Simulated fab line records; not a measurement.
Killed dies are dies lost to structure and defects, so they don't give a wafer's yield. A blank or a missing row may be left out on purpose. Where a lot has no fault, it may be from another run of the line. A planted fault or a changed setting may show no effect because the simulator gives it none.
fab line records ; flow sky130
[record] lots = 11; wafers = 33; last_day = 50
route steps=708 shown GATE_OXIDE@189 RES_PROTECT@214 POLY_GATE@227 PAD_OPEN@708
lots with no fault: from the same line, run without faults
start_h: hours from the record's opening day to when the first of the lot's shown wafers began ; wait_h: hours elapsed since this lot's preceding step ; " same as the row above ; L1.1+2: a row that stands for several wafers ; - no value, or no start given ; * or withheld: withheld ; < > ~ a bound
route shown NAME@n: a module of which the file shows steps, and the number in the route of the first ; usual: mean/standard deviation of fault-free wafers ; same: alike in all rows ; chamber/n: place in a boat ; sites: readings site by site ; _std_site: how widely they spread, as a standard deviation ; _edge_site: mean of outer sites minus mean of inner sites ; radius_mm: how far each site lies from the wafer's centre ; mask NAME#n: copy n ; behind: the tool/chamber that last shaped the wafer ; hold: why the lot went on hold/how many hours it stayed there/how the hold came to an end ; device: whichever transistor did not switch (one of n, p or np) ; end of line: at the end of the route, the tests of the same wafers ; step lacking rows: just its recipe ; killed: count of dies lost to structure and defects at first sort (not the wafer's yield) ; map: dies across one wafer; x = killed, . = not, _ = none there
set.NAME: the setting as run; set.NAME@STEP: as run at that earlier step ; model.NAME: the simulator's own value behind a step, which no gauge read
route steps across a sampled set of lots; one table per step, one row per wafer
services: when a tool's chamber went out of use (start_h, in hours from the record's first day, below 0 if earlier), for how many hours, and the reason
[[steps]]
[step SKY_GATE_OXIDE_THK_MEAS_02]
[recipe] reads = SiO2_of_GATE_OXIDE_OXIDATION_01
[usual] GATE_OXIDE_OXIDATION_00_THK = 10.79/0.19
lot.wafer;tool;chamber;start_h;wait_h;GATE_OXIDE_OXIDATION_00_THK[nm]
L852.2;film_metro-01;-;286.57;0.0;10.74
L852.3;film_metro-01;-;286.57;0.0;10.65
L852.4;film_metro-01;-;286.57;0.0;10.74
L854.1;film_metro-01;-;297.95;0.0;10.98
L854.3;film_metro-01;-;297.95;0.0;10.87
L854.5;film_metro-01;-;297.95;0.0;10.93
L855.2;film_metro-02;-;308.43;0.0;11.03
L855.4;film_metro-02;-;308.43;0.0;10.93
L855.5;film_metro-02;-;308.43;0.0;11.06
L860.3;film_metro-01;-;342.34;0.0;10.56
L860.5;film_metro-01;-;342.34;0.0;10.87
L860.6;film_metro-01;-;342.34;0.0;10.64
L869.1;film_metro-01;-;424.86;0.0;11.03
L869.3;film_metro-01;-;424.86;0.0;10.92
L869.6;film_metro-01;-;424.86;0.0;11.04
L870.1;film_metro-02;-;431.44;0.0;10.34
L870.3;film_metro-02;-;431.44;0.0;10.63
L870.5;film_metro-02;-;431.44;0.0;10.58
L871.1;film_metro-02;-;455.14;0.0;10.85
L871.5;film_metro-02;-;455.14;0.0;10.85
L871.6;film_metro-02;-;455.14;0.0;10.80
L872.2;film_metro-01;-;455.15;0.0;10.76
L872.5;film_metro-01;-;455.15;0.0;10.82
L872.6;film_metro-01;-;455.15;0.0;10.84
L873.2;film_metro-02;-;456.47;0.0;10.88
L873.3;film_metro-02;-;456.47;0.0;11.08
L873.4;film_metro-02;-;456.47;0.0;10.95
L874.3;film_metro-02;-;461.10;0.0;10.87
L874.4;film_metro-02;-;461.10;0.0;10.77
L874.5;film_metro-02;-;461.10;0.0;10.72
L875.1;film_metro-02;-;480.93;0.0;10.37
L875.3;film_metro-02;-;480.93;0.0;10.60
L875.5;film_metro-02;-;480.93;0.0;10.54
[step SKY_RES_PROTECT_STRIP_07]
[recipe] chemistry = O2/N2; power_w = 1400; pressure_mtorr = 1500; platen_temp_c = withheld; o2_flow_sccm = 3000; n2_flow_sccm = 300; overash_fraction = 0.5
[usual] drypump_motor_current_A = 5.9/0.41; oes_product_au = 0.516/0.0044; strip_time_to_endpoint_s = 23.36/0.043
lot.wafer;tool;chamber;start_h;wait_h;drypump_motor_current_A;oes_product_au;rf_hours_counter_h;strip_time_to_endpoint_s
L852.2;plasma_asher-02;0;343.22;0.1;6.3;0.517;68;23.36
L852.3;plasma_asher-02;1;343.22;0.1;6.5;0.514;-;23.35
L852.4;plasma_asher-02;0;343.22;0.1;6.3;0.513;-;23.34
L854.1;plasma_asher-04;0;353.88;0.1;5.2;0.516;53;23.40
L854.3;plasma_asher-04;1;353.88;0.1;5.7;0.517;-;23.40
L854.5;plasma_asher-04;0;353.88;0.1;5.2;0.509;-;23.37
L855.2;plasma_asher-01;1;364.84;0.1;6.1;0.517;20;23.35
L855.4;plasma_asher-01;1;364.84;0.1;6.1;0.518;-;23.34
L855.5;plasma_asher-01;0;364.84;0.1;5.7;0.514;-;23.33
L860.3;plasma_asher-01;0;403.26;0.1;5.8;0.526;-;23.33
L860.5;plasma_asher-01;1;403.26;0.1;6.1;0.521;-;23.31
L860.6;plasma_asher-01;0;403.26;0.1;5.7;0.510;-;23.35
L869.1;plasma_asher-01;1;490.07;0.1;6.1;0.513;32;23.36
L869.3;plasma_asher-01;0;490.07;0.1;5.8;0.514;-;23.40
L869.6;plasma_asher-01;0;490.07;0.1;5.7;0.518;-;23.37
L870.1;plasma_asher-02;0;496.45;0.1;6.2;0.515;81;23.35
L870.3;plasma_asher-02;1;496.45;0.1;6.5;0.514;-;23.36
L870.5;plasma_asher-02;0;496.45;0.1;6.3;0.519;-;23.32
L871.1;plasma_asher-01;0;518.94;0.1;5.7;0.523;36;23.35
L871.5;plasma_asher-01;1;518.94;0.1;6.1;0.513;-;23.28
L871.6;plasma_asher-01;0;518.94;0.1;5.8;0.512;-;23.27
L872.2;plasma_asher-04;1;521.14;0.1;5.7;0.510;71;23.30
L872.5;plasma_asher-04;0;521.14;0.1;5.2;0.507;-;23.38
L872.6;plasma_asher-04;1;521.14;0.1;5.7;0.517;-;23.36
L873.2;plasma_asher-02;0;521.97;0.1;6.2;0.513;83;23.32
L873.3;plasma_asher-02;0;521.97;0.1;6.2;0.513;-;23.37
L873.4;plasma_asher-02;1;521.97;0.1;6.5;0.515;-;23.32
L874.3;plasma_asher-01;1;525.96;0.1;6.1;0.517;-;23.39
L874.4;plasma_asher-01;0;525.96;0.1;5.7;0.521;-;23.36
L874.5;plasma_asher-01;0;525.96;0.1;5.7;0.522;-;23.33
L875.1;plasma_asher-02;1;544.74;0.1;6.5;0.517;86;23.42
L875.3;plasma_asher-02;0;544.74;0.1;6.2;0.514;-;23.35
L875.5;plasma_asher-02;0;544.74;0.1;6.2;0.525;-;23.39
[step SKY_POLY_GATE_CD_MEAS_13]
[recipe] target_cd_nm = 150
[usual] cd_nm = 150.4/1.6
lot.wafer;tool;chamber;start_h;wait_h;cd_nm
L852.2;cd_sem-01;-;376.46;-;150.3
L852.3;cd_sem-01;-;376.46;-;149.8
L852.4;cd_sem-01;-;376.46;-;150.1
L854.1;cd_sem-01;-;385.39;-;149.9
L854.3;cd_sem-01;-;385.39;-;149.0
L854.5;cd_sem-01;-;385.39;-;149.5
L855.2;cd_sem-01;-;395.30;-;151.5
L855.4;cd_sem-01;-;395.30;-;149.1
L855.5;cd_sem-01;-;395.30;-;150.4
L860.3;cd_sem-01;-;435.71;-;150.4
L860.5;cd_sem-01;-;435.71;-;150.7
L860.6;cd_sem-01;-;435.71;-;149.5
L869.1;cd_sem-02;-;522.59;-;152.0
L869.3;cd_sem-02;-;522.59;-;151.6
L869.6;cd_sem-02;-;522.59;-;153.1
L870.1;cd_sem-01;-;528.87;-;146.2
L870.3;cd_sem-01;-;528.87;-;147.0
L870.5;cd_sem-01;-;528.87;-;146.5
L871.1;cd_sem-02;-;551.42;-;150.2
L871.5;cd_sem-02;-;551.42;-;148.2
L871.6;cd_sem-02;-;551.42;-;149.1
L872.2;cd_sem-01;-;553.15;-;147.8
L872.5;cd_sem-01;-;553.15;-;149.3
L872.6;cd_sem-01;-;553.15;-;148.7
L873.2;cd_sem-02;-;555.00;-;151.8
L873.3;cd_sem-02;-;555.00;-;151.0
L873.4;cd_sem-02;-;555.00;-;152.4
L874.3;cd_sem-01;-;557.57;-;152.9
L874.4;cd_sem-01;-;557.57;-;153.1
L874.5;cd_sem-01;-;557.57;-;152.5
L875.1;cd_sem-02;-;583.89;-;151.0
L875.3;cd_sem-02;-;583.89;-;150.6
L875.5;cd_sem-02;-;583.89;-;150.5
[step SKY_POLY_GATE_ETCH_16]
[recipe] stop_on = poly-Si; chemistry = CH3F/O2; target = Si3N4; source_w = 400; bias_w = 80; pressure_mtorr = 25; ch3f_flow_sccm = 40; O2_flow_sccm = 30; time_s = 147.5; target_depth_a = 750
[usual] bias_w = 79.99/0.23; drypump_motor_current_A = 5.7/0.48; oes_product_au = 0.642/0.0047; rf_fwd_power_W = 398.2/1.3; throttle_valve_pct = 10.535/0.0081
lot.wafer;tool;chamber;start_h;wait_h;bias_w;drypump_motor_current_A;oes_product_au;rf_fwd_power_W;rf_hours_counter_h;throttle_valve_pct
L852.2;rie_diel-01;3;376.68;0.0;79.74;5.3;0.633;399.0;77;10.532
L852.3;rie_diel-01;1;376.68;0.0;80.11;5.6;0.642;397.0;12;10.548
L852.4;rie_diel-01;2;376.68;0.0;80.09;5.8;0.641;397.3;8;10.542
L854.1;rie_diel-02;3;385.63;0.0;79.65;4.8;0.641;397.7;98;10.523
L854.3;rie_diel-02;2;385.63;0.0;80.05;6.3;0.644;398.7;63;10.539
L854.5;rie_diel-02;0;385.63;0.0;80.15;5.9;0.637;397.3;-;10.539
L855.2;rie_diel-04;0;395.52;0.0;79.94;5.0;0.636;399.8;87;10.539
L855.4;rie_diel-04;1;395.52;0.0;79.80;6.3;0.637;400.5;2;10.546
L855.5;rie_diel-04;0;395.52;0.0;79.86;5.0;0.641;399.5;-;10.552
L860.3;rie_diel-02;3;435.91;0.0;79.84;4.8;0.638;397.9;99;10.534
L860.5;rie_diel-02;0;435.91;0.0;79.99;5.9;0.642;399.8;-;10.533
L860.6;rie_diel-02;3;435.91;0.0;80.16;4.8;0.653;398.3;-;10.540
L869.1;rie_diel-01;1;522.82;0.0;79.77;5.6;0.643;399.3;15;10.537
L869.3;rie_diel-01;3;522.82;0.0;79.88;5.2;0.639;397.2;80;10.527
L869.6;rie_diel-01;2;522.82;0.0;79.91;5.8;0.644;399.0;-;10.549
L870.1;rie_diel-01;1;529.11;0.0;80.04;5.6;0.649;398.4;15;10.522
L870.3;rie_diel-01;0;529.11;0.0;79.84;5.4;0.647;398.6;7;10.536
L870.5;rie_diel-01;3;529.11;0.0;79.59;5.2;0.646;398.3;-;10.545
L871.1;rie_diel-01;1;551.65;0.0;79.75;5.6;0.635;397.9;16;10.544
L871.5;rie_diel-01;0;551.65;0.0;79.85;5.4;0.642;396.7;-;10.546
L871.6;rie_diel-01;1;551.65;0.0;79.75;5.6;0.637;398.6;-;10.529
L872.2;rie_diel-02;2;553.37;0.0;80.11;6.3;0.635;397.2;66;10.535
L872.5;rie_diel-02;3;553.37;0.0;79.83;4.8;0.647;399.8;-;10.527
L872.6;rie_diel-02;2;553.37;0.0;79.81;6.3;0.635;395.5;-;10.528
L873.2;rie_diel-01;1;555.22;0.0;80.24;5.6;0.647;397.7;16;10.521
L873.3;rie_diel-01;0;555.22;0.0;80.10;5.4;0.637;397.2;7;10.536
L873.4;rie_diel-01;2;555.22;0.0;79.96;5.8;0.647;396.1;-;10.526
L874.3;rie_diel-02;2;557.77;0.0;80.27;6.4;0.644;397.1;66;10.537
L874.4;rie_diel-02;3;557.77;0.0;79.67;4.8;0.650;398.3;1;10.529
L874.5;rie_diel-02;1;557.77;0.0;79.96;6.1;0.643;397.6;-;10.539
L875.1;rie_diel-04;2;584.12;0.0;79.80;6.4;0.641;397.7;5;10.539
L875.3;rie_diel-04;0;584.12;0.0;79.83;5.0;0.647;397.9;1;10.546
L875.5;rie_diel-04;0;584.12;0.0;80.05;5.0;0.645;398.6;-;10.529
[step SKY_POLY_GATE_STRIP_18]
[recipe] chemistry = O2/N2; power_w = 1400; pressure_mtorr = 1500; platen_temp_c = withheld; o2_flow_sccm = 3000; n2_flow_sccm = 300; overash_fraction = 0.5
[usual] drypump_motor_current_A = 5.55/0.29; oes_product_au = 0.361/0.0048; strip_time_to_endpoint_s = 3.18/0.041
lot.wafer;tool;chamber;start_h;wait_h;drypump_motor_current_A;oes_product_au;rf_hours_counter_h;strip_time_to_endpoint_s
L852.2;plasma_asher-04;1;376.83;0.0;5.71;0.358;56;3.23
L852.3;plasma_asher-04;0;376.83;0.0;5.21;0.361;-;3.18
L852.4;plasma_asher-04;1;376.83;0.0;5.71;0.357;-;3.22
L854.1;plasma_asher-03;1;385.78;0.0;5.70;0.352;70;3.20
L854.3;plasma_asher-03;0;385.78;0.0;5.21;0.365;-;3.10
L854.5;plasma_asher-03;1;385.78;0.0;5.70;0.359;-;3.15
L855.2;plasma_asher-04;0;395.67;0.0;5.24;0.362;58;3.15
L855.4;plasma_asher-04;0;395.67;0.0;5.23;0.356;-;3.19
L855.5;plasma_asher-04;0;395.67;0.0;5.22;0.365;-;3.13
L860.3;plasma_asher-03;1;436.09;0.1;5.71;0.359;-;3.22
L860.5;plasma_asher-03;0;436.09;0.1;5.18;0.358;-;3.14
L860.6;plasma_asher-03;1;436.09;0.1;5.73;0.360;-;3.17
L869.1;plasma_asher-04;1;522.98;0.0;5.69;0.359;72;3.21
L869.3;plasma_asher-04;0;522.98;0.0;5.22;0.358;-;3.20
L869.6;plasma_asher-04;0;522.98;0.0;5.23;0.359;-;3.15
L870.1;plasma_asher-01;1;529.26;0.0;6.10;0.380;37;3.42
L870.3;plasma_asher-01;0;529.26;0.0;5.67;0.370;-;3.36
L870.5;plasma_asher-01;1;529.26;0.0;6.08;0.371;-;3.44
L871.1;plasma_asher-04;1;551.81;0.0;5.71;0.372;75;3.41
L871.5;plasma_asher-04;1;551.81;0.0;5.67;0.370;-;3.37
L871.6;plasma_asher-04;0;551.81;0.0;5.21;0.371;-;3.44
L872.2;plasma_asher-04;1;553.52;0.0;5.66;0.368;75;3.11
L872.5;plasma_asher-04;0;553.52;0.0;5.22;0.361;-;3.18
L872.6;plasma_asher-04;1;553.52;0.0;5.65;0.362;-;3.08
L873.2;plasma_asher-04;1;555.37;0.0;5.70;0.376;75;3.45
L873.3;plasma_asher-04;1;555.37;0.0;5.68;0.369;-;3.40
L873.4;plasma_asher-04;0;555.37;0.0;5.22;0.381;-;3.48
L874.3;plasma_asher-04;0;557.96;0.1;5.23;0.355;-;3.10
L874.4;plasma_asher-04;1;557.96;0.1;5.69;0.357;-;3.19
L874.5;plasma_asher-04;1;557.96;0.1;5.69;0.357;-;3.16
L875.1;plasma_asher-01;1;584.28;0.0;6.09;0.358;43;3.20
L875.3;plasma_asher-01;1;584.28;0.0;6.08;0.374;-;3.12
L875.5;plasma_asher-01;1;584.28;0.0;6.11;0.364;-;3.14
[step SKY_PAD_OPEN_PROBE_99]
[usual] killed_at_M0_to_M3 = 43/6.3; killed_at_M4_up = 3.3/1.7; killed_at_contacts = 24/5.4; killed_at_front_end = 16/4.6; killed_at_other = 0.4/0.7; killed_dies = 87/9.4; killed_open = 47/6.9; killed_short = 39/6.1
[same] gross_dies = 492; killed_at_back_side = 0
lot.wafer;tool;chamber;start_h;wait_h;killed_at_M0_to_M3;killed_at_M4_up;killed_at_contacts;killed_at_front_end;killed_at_other;killed_dies;killed_open;killed_short
L852.2;prober-01;-;1083.70;0.1;43;5;17;15;1;81;45;36
L852.3;prober-01;-;1083.75;0.2;44;2;22;20;0;88;48;40
L852.4;prober-01;-;1083.80;0.2;40;2;33;12;0;87;48;39
L854.1;prober-01;-;1091.31;0.1;49;4;21;15;0;89;52;35
L854.3;prober-01;-;1091.41;0.2;50;5;21;17;0;93;60;33
L854.5;prober-01;-;1091.51;0.2;44;5;38;18;0;105;55;48
L855.2;prober-02;-;1096.33;0.1;52;7;20;12;2;93;59;34
L855.4;prober-02;-;1096.43;0.2;49;4;28;21;1;103;52;50
L855.5;prober-02;-;1096.48;0.2;34;1;27;14;0;76;38;35
L860.3;prober-02;-;1124.05;0.2;50;4;22;16;0;92;43;48
L860.5;prober-02;-;1124.15;0.2;46;2;22;19;0;89;47;41
L860.6;prober-02;-;1124.20;0.2;56;3;19;13;0;91;47;43
L869.1;prober-02;-;1172.20;0.1;36;4;25;10;0;75;48;27
L869.3;prober-02;-;1172.30;0.2;48;3;29;14;0;94;47;47
L869.6;prober-02;-;1172.45;0.2;45;4;22;12;0;83;46;37
L870.1;prober-01;-;1176.32;0.1;42;3;18;16;0;79;47;32
L870.3;prober-01;-;1176.42;0.2;54;3;18;26;0;101;57;44
L870.5;prober-01;-;1176.52;0.2;51;3;30;17;0;101;50;51
L871.1;prober-02;-;1189.33;0.1;38;1;24;15;0;78;46;32
L871.5;prober-02;-;1189.53;0.2;29;4;17;12;0;62;31;30
L871.6;prober-02;-;1189.58;0.2;30;2;25;15;1;73;40;33
L872.2;prober-01;-;1191.00;0.1;43;1;25;14;1;84;46;38
L872.5;prober-01;-;1191.15;0.2;39;4;32;18;0;93;56;37
L872.6;prober-01;-;1191.20;0.2;44;4;13;17;0;78;34;44
L873.2;prober-02;-;1191.74;0.1;39;8;28;15;0;90;50;40
L873.3;prober-02;-;1191.79;0.2;36;4;31;6;1;78;42;36
L873.4;prober-02;-;1191.84;0.2;42;3;26;17;1;89;53;36
L874.3;prober-01;-;1192.78;0.2;31;3;18;16;1;69;32;37
L874.4;prober-01;-;1192.83;0.2;51;0;25;23;0;99;51;48
L874.5;prober-01;-;1192.88;0.2;43;5;32;26;0;106;60;46
L875.1;prober-01;-;1203.98;0.1;42;2;22;22;1;89;42;47
L875.3;prober-01;-;1204.08;0.2;39;2;32;23;2;98;52;44
L875.5;prober-01;-;1204.18;0.2;37;2;27;15;0;81;40;41
// killed by level:class
L852.2 VIA1:geometric_particle:open=15 METAL1:geometric_particle:short=7 CONTACT:geometric_particle:open=6 VIA3:geometric_particle:open=6 FIELD_ISO:geometric_particle:open=5 VIA1:geometric_particle:short=5 LI_CONTACT:geometric_particle:open=4 METAL4:geometric_particle:short=4
L852.3 VIA1:geometric_particle:open=13 VIA1:geometric_particle:short=8 FIELD_ISO:geometric_particle:open=7 FIELD_ISO:geometric_particle:short=6 LI_CONTACT:geometric_particle:open=6 CONTACT:geometric_particle:open=6 VIA2:geometric_particle:open=6 LOCAL_INTERCONNECT:geometric_particle:short=5
L852.4 CONTACT:geometric_particle:open=12 LI_CONTACT:geometric_particle:open=11 METAL2:geometric_particle:short=8 VIA1:geometric_particle:open=8 VIA1:geometric_particle:short=7 VIA2:geometric_particle:open=6 CONTACT:geometric_particle:short=5 VIA2:geometric_particle:short=3
L854.1 CONTACT:geometric_particle:open=12 VIA2:geometric_particle:open=11 METAL1:geometric_particle:short=8 VIA1:geometric_particle:open=8 VIA3:geometric_particle:open=7 FIELD_ISO:geometric_particle:open=5 LI_CONTACT:geometric_particle:open=5 FIELD_ISO:geometric_particle:short=4
L854.3 VIA1:geometric_particle:open=11 VIA3:geometric_particle:open=10 VIA2:geometric_particle:open=9 LI_CONTACT:geometric_particle:open=9 CONTACT:geometric_particle:open=8 FIELD_ISO:geometric_particle:short=5 POLY_GATE:geometric_particle:short=4 METAL1:geometric_particle:short=4
L854.5 CONTACT:geometric_particle:open=13 CONTACT:geometric_particle:short=12 VIA2:geometric_particle:open=11 VIA1:geometric_particle:open=9 METAL1:geometric_particle:short=7 LI_CONTACT:geometric_particle:open=6 FIELD_ISO:geometric_particle:short=5 METAL4:geometric_particle:short=5
L855.2 VIA1:geometric_particle:open=14 VIA3:geometric_particle:open=9 VIA2:geometric_particle:open=9 CONTACT:geometric_particle:open=7 METAL2:geometric_particle:short=7 FIELD_ISO:geometric_particle:open=6 LI_CONTACT:geometric_particle:open=6 METAL1:geometric_particle:short=6
L855.4 VIA1:geometric_particle:open=13 CONTACT:geometric_particle:open=9 VIA2:geometric_particle:open=9 METAL1:geometric_particle:short=6 VIA2:geometric_particle:short=6 LOCAL_INTERCONNECT:geometric_particle:short=5 CONTACT:geometric_particle:short=5 POLY_GATE:geometric_particle:short=4
L855.5 CONTACT:geometric_particle:open=8 VIA2:geometric_particle:open=8 LI_CONTACT:geometric_particle:open=7 POLY_GATE:geometric_particle:short=6 CONTACT:geometric_particle:short=6 VIA1:geometric_particle:open=6 METAL1:geometric_particle:short=4 VIA1:geometric_particle:short=4
L860.3 VIA1:geometric_particle:open=11 VIA2:geometric_particle:short=8 CONTACT:geometric_particle:open=7 METAL1:geometric_particle:short=7 VIA1:geometric_particle:short=6 VIA2:geometric_particle:open=6 FIELD_ISO:geometric_particle:open=5 CONTACT:geometric_particle:short=5
L860.5 VIA1:geometric_particle:open=14 VIA2:geometric_particle:open=9 CONTACT:geometric_particle:open=9 FIELD_ISO:geometric_particle:short=6 CONTACT:geometric_particle:short=6 METAL1:geometric_particle:short=6 SPACER:geometric_particle:short=4 VIA1:geometric_particle:short=4
L860.6 VIA1:geometric_particle:open=13 VIA2:geometric_particle:open=11 CONTACT:geometric_particle:short=6 VIA3:geometric_particle:open=6 VIA3:geometric_particle:short=6 LOCAL_INTERCONNECT:geometric_particle:short=5 FIELD_ISO:geometric_particle:short=4 LI_CONTACT:geometric_particle:open=4
L869.1 CONTACT:geometric_particle:open=12 VIA1:geometric_particle:open=11 METAL2:geometric_particle:short=8 VIA3:geometric_particle:open=6 LI_CONTACT:geometric_particle:open=5 CONTACT:geometric_particle:short=4 VIA2:geometric_particle:open=4 FIELD_ISO:geometric_particle:short=2
L869.3 VIA1:geometric_particle:open=10 LI_CONTACT:geometric_particle:short=7 CONTACT:geometric_particle:short=7 CONTACT:geometric_particle:open=7 METAL2:geometric_particle:short=7 VIA3:geometric_particle:open=7 LI_CONTACT:geometric_particle:open=4 LOCAL_INTERCONNECT:geometric_particle:short=4
L869.6 VIA1:geometric_particle:open=9 VIA3:geometric_particle:open=8 CONTACT:geometric_particle:open=7 VIA1:geometric_particle:short=6 LI_CONTACT:geometric_particle:open=5 VIA2:geometric_particle:short=5 VIA2:geometric_particle:open=5 FIELD_ISO:geometric_particle:short=4
L870.1 VIA3:geometric_particle:open=14 FIELD_ISO:geometric_particle:open=7 LI_CONTACT:geometric_particle:open=6 VIA1:geometric_particle:open=5 CONTACT:geometric_particle:short=5 METAL1:geometric_particle:short=5 CONTACT:geometric_particle:open=4 METAL2:geometric_particle:short=4
L870.3 VIA3:geometric_particle:open=14 VIA1:geometric_particle:open=9 FIELD_ISO:geometric_particle:open=8 CONTACT:geometric_particle:open=8 VIA2:geometric_particle:open=8 POLY_GATE:geometric_particle:short=7 METAL2:geometric_particle:short=6 METAL1:geometric_particle:short=5
L870.5 VIA1:geometric_particle:open=14 VIA2:geometric_particle:open=10 CONTACT:geometric_particle:open=9 CONTACT:geometric_particle:short=7 VIA1:geometric_particle:short=6 METAL2:geometric_particle:short=6 LI_CONTACT:geometric_particle:short=6 FIELD_ISO:geometric_particle:short=5
L871.1 CONTACT:geometric_particle:open=12 VIA2:geometric_particle:open=7 FIELD_ISO:geometric_particle:short=6 VIA3:geometric_particle:open=6 LI_CONTACT:geometric_particle:open=6 METAL1:geometric_particle:short=5 VIA1:geometric_particle:open=5 LOCAL_INTERCONNECT:geometric_particle:short=4
L871.5 CONTACT:geometric_particle:open=6 METAL2:geometric_particle:short=6 VIA1:geometric_particle:open=5 VIA3:geometric_particle:open=5 FIELD_ISO:geometric_particle:open=4 LI_CONTACT:geometric_particle:short=4 CONTACT:geometric_particle:short=4 VIA2:geometric_particle:open=4
L871.6 VIA2:geometric_particle:open=9 LI_CONTACT:geometric_particle:open=7 CONTACT:geometric_particle:open=7 LOCAL_INTERCONNECT:geometric_particle:short=4 POLY_GATE:geometric_particle:open=4 FIELD_ISO:geometric_particle:short=3 POLY_GATE:geometric_particle:short=3 CONTACT:geometric_particle:short=3
L872.2 VIA1:geometric_particle:open=12 LI_CONTACT:geometric_particle:open=6 CONTACT:geometric_particle:short=6 VIA2:geometric_particle:open=6 CONTACT:geometric_particle:open=5 METAL1:geometric_particle:short=5 VIA3:geometric_particle:open=5 LI_CONTACT:geometric_particle:short=4
L872.5 LI_CONTACT:geometric_particle:open=10 VIA1:geometric_particle:open=10 CONTACT:geometric_particle:open=8 VIA2:geometric_particle:open=8 LI_CONTACT:geometric_particle:short=7 POLY_GATE:geometric_particle:open=6 FIELD_ISO:geometric_particle:open=5 LOCAL_INTERCONNECT:geometric_particle:short=5
L872.6 VIA1:geometric_particle:open=14 POLY_GATE:geometric_particle:short=6 METAL2:geometric_particle:short=6 VIA3:geometric_particle:short=6 FIELD_ISO:geometric_particle:open=4 METAL3:geometric_particle:short=4 LI_CONTACT:geometric_particle:open=4 VIA2:geometric_particle:short=4
L873.2 CONTACT:geometric_particle:open=12 CONTACT:geometric_particle:short=7 METAL1:geometric_particle:short=7 VIA1:geometric_particle:open=7 LI_CONTACT:geometric_particle:open=6 METAL2:geometric_particle:short=6 VIA3:geometric_particle:open=6 VIA1:geometric_particle:short=5
L873.3 CONTACT:geometric_particle:open=14 VIA1:geometric_particle:open=8 CONTACT:geometric_particle:short=7 METAL2:geometric_particle:short=7 LI_CONTACT:geometric_particle:open=7 VIA3:geometric_particle:open=5 METAL4:geometric_particle:short=4 FIELD_ISO:geometric_particle:open=3
L873.4 VIA3:geometric_particle:open=10 METAL2:geometric_particle:short=8 CONTACT:geometric_particle:open=8 LI_CONTACT:geometric_particle:open=7 FIELD_ISO:geometric_particle:open=5 VIA1:geometric_particle:open=5 VIA2:geometric_particle:open=5 LOCAL_INTERCONNECT:geometric_particle:short=4
L874.3 VIA1:geometric_particle:open=7 VIA3:geometric_particle:open=6 FIELD_ISO:geometric_particle:open=5 POLY_GATE:geometric_particle:short=5 LOCAL_INTERCONNECT:geometric_particle:short=5 CONTACT:geometric_particle:open=5 VIA1:geometric_particle:short=5 CONTACT:geometric_particle:short=4
L874.4 CONTACT:geometric_particle:open=9 VIA1:geometric_particle:open=9 POLY_GATE:geometric_particle:open=8 VIA1:geometric_particle:short=7 METAL1:geometric_particle:short=6 METAL2:geometric_particle:short=6 VIA2:geometric_particle:short=5 LI_CONTACT:geometric_particle:open=5
L874.5 VIA1:geometric_particle:open=11 LI_CONTACT:geometric_particle:open=9 CONTACT:geometric_particle:open=8 VIA2:geometric_particle:open=7 FIELD_ISO:geometric_particle:open=6 FIELD_ISO:geometric_particle:short=5 POLY_GATE:geometric_particle:short=5 LOCAL_INTERCONNECT:geometric_particle:short=5
L875.1 METAL2:geometric_particle:short=11 LI_CONTACT:geometric_particle:open=8 VIA1:geometric_particle:open=7 FIELD_ISO:geometric_particle:short=6 POLY_GATE:geometric_particle:short=6 CONTACT:geometric_particle:open=5 VIA3:geometric_particle:open=5 FIELD_ISO:geometric_particle:open=4
L875.3 LI_CONTACT:geometric_particle:open=10 LI_CONTACT:geometric_particle:short=7 CONTACT:geometric_particle:open=7 VIA1:geometric_particle:open=7 VIA2:geometric_particle:open=7 METAL2:geometric_particle:short=6 FIELD_ISO:geometric_particle:open=5 FIELD_ISO:geometric_particle:short=5
L875.5 CONTACT:geometric_particle:open=8 LI_CONTACT:geometric_particle:open=7 CONTACT:geometric_particle:short=7 VIA1:geometric_particle:short=7 VIA1:geometric_particle:open=5 METAL2:geometric_particle:short=5 POLY_GATE:geometric_particle:short=4 POLY_GATE:geometric_particle:open=4
[[services]]
tool;chamber;start_h;hours;kind
rie_diel-01;1;333.63;6.5;repair
plasma_asher-01;-;354.10;7.1;repair
plasma_asher-02;-;357.24;28.1;pm
rie_diel-02;2;368.11;1.2;repair
rie_diel-02;-;387.20;2.8;pm
plasma_asher-01;-;408.23;14.6;pm
rie_diel-04;-;420.32;1.1;repair
plasma_asher-03;-;421.25;9.0;pm
rie_diel-01;3;421.47;6.2;repair
rie_diel-01;-;430.46;14.6;pm
rie_diel-02;0;464.22;7.0;repair
rie_diel-04;1;476.15;8.2;repair
plasma_asher-02;-;483.43;1.0;repair
rie_diel-02;1;498.08;2.9;repair
rie_diel-04;1;499.72;6.6;repair
plasma_asher-03;-;513.80;15.6;pm
rie_diel-02;3;522.28;8.3;repair
plasma_asher-02;-;522.68;2.8;pm
rie_diel-01;2;530.14;4.4;repair
rie_diel-01;0;533.18;7.6;repair
rie_diel-02;0;541.88;8.6;repair
rie_diel-01;3;542.83;28.9;repair
rie_diel-01;2;558.36;4.7;repair
rie_diel-01;-;565.45;2.8;pm
[[key]]
[first_sign] step = SKY_POLY_GATE_STRIP_18; reading = strip_time_to_endpoint_s; direction = up; sigmas = 6; usual = *; struck = *
effect none on later readings
met_at SKY_POLY_GATE_ETCH_16
struck_lots L870,L871,L873
tester_left_out L870,L871,L873
not_acting_at SKY_GATE_OXIDE_THK_MEAS_02,SKY_RES_PROTECT_STRIP_07,SKY_POLY_GATE_CD_MEAS_13
onset_between 522.82 529.11
[fault] kind = process_parameter_drift; tool = rie_diel-01; chamber = -; onset_h = 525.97; steps = SKY_POLY_GATE_ETCH_16; channel = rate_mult; offset = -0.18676; shape = step; end_h = 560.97
// tester_left_out: of these lots the tester's yield and bins aren't shown, on N5 and GAA mostly nor the transistor test; their killed dies are dies lost to structure and defects alone, not to doping, threshold or leakage, so they don't give the yield
